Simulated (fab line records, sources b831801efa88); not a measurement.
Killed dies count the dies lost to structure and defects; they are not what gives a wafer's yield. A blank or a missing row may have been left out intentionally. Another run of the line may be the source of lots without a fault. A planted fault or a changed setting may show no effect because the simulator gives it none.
8D (eight disciplines) problem report, filled in by code	flow sky130	the parts of the form that need people (team, actions taken, sign-off) are left out

## 1. THE ISSUE
Wafers free of any fault read 497 (standard deviation 4.3) for NWELL_2_TW at SKY_NWELL_TW_MEAS_26, against a mean of 30 on 6 wafers of 2 lots. So: -99 or more standard deviations from the usual mean.
The first sign was on wafer L262.1 at day 6 17:43, on film metro-04. The record has a number at this step for 42 wafers belonging to 14 lots. Rule for "out", or "out of limits": more than 4 standard deviations from the usual mean. Any other wafer with a number is counted as sound.

## 2. WHAT IT IS; WHAT IT IS NOT
question	is	is not
which readings at this step	NWELL_2_TW	-
which lots	L262, L263	L258, L259, L261, L264, L271, L272, L273, L274, L275, L276, L277, L280
which wafers of those lots	all that have a number	-
read on which gauges	film metro-04	film metro-02, film metro-03
when	from day 6 17:43	up to then (9 sound wafers); but 27 sound wafers of L264, L271, L272, L273, L274, L275, L276, L277, L280 came after

## 3. SUSPECTS, AND WHAT RULES EACH OUT
Counting: a tool stays on the suspect list if, at a process step up to the reading, it processed all lots that are out and no sound lot following the first of them.
- ruled out: the gauge at SKY_NWELL_TW_MEAS_26. All the wafers that are out were read on film metro-04, but those of them that SKY_NWELL_STRIP_25 has rows for are out there too, on other tools.
- plasma asher-04 at SKY_PWDE_STRIP_09 (strips in O2/N2): ruled out as a lasting fault. Following L262 (day 5 04:16), the first lot on it that is out, the sound lots L271, L272, L274, L276 were run on it.
- plasma asher-04 at SKY_NWELL_STRIP_14 (strips in O2/N2): ruled out as a lasting fault. Following L262 (day 5 22:58), the first lot on it that is out, the sound lots L275 were run on it.
- plasma asher-03 at SKY_NWELL_STRIP_25 (strips in O2/N2): ruled out as a lasting fault. Following L262 (day 6 17:37), the first lot on it that is out, the sound lots L272, L275, L277 were run on it.
Left after counting: nothing in the record.

## 4. THE CAUSE (what the simulator had put in)
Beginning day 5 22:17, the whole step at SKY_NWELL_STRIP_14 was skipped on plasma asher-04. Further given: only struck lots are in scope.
Counting ruled it out, wrongly: the rule takes a fault to strike every lot that its tool runs from its start on, and this one did not.

## 5. SEQUENCE OF EFFECTS, ordered by route
Rows list readings where the struck wafers' mean (over those with a number) sits beyond 3 standard deviations from the usual. Only readings whose record carries a usual standard deviation are examined. hours: median over the lots of the time between each lot's start at the first step of this table that gives one and its start at this step. sigmas: the change, counted in usual standard deviations.
hours	step	reading	usual	on struck wafers	change	sigmas
0	SKY_NWELL_STRIP_25	oes product au	0.722 a.u.	0.739	+0.017	+4.1
0	SKY_NWELL_STRIP_25	strip time to endpoint s	36.92 s	81.29	+44.37	+99 or more
0	SKY_NWELL_TW_MEAS_26	NWELL_2_TW	497	30	-467	-99 or more
Here are the process steps it includes:
- SKY_NWELL_STRIP_25: strips in O2/N2.
Readings that are blank on the struck wafers while sound wafers have them: chamber pressure mTorr at SKY_NWELL_STRIP_14; drypump motor current A at SKY_NWELL_STRIP_14; oes product au at SKY_NWELL_STRIP_14; strip time to endpoint s at SKY_NWELL_STRIP_14.

## 6. HOW IT WOULD HAVE BEEN CAUGHT EARLIER
19 hours passed between the start of the fault at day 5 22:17 and the first reading out of limits at a measuring or inspecting step in this record, taken at day 6 17:43.
At SKY_NWELL_STRIP_14 the tool's readings are blank on the struck wafers, where sound wafers have them: an empty tool record is the first sign, and it was there at once.
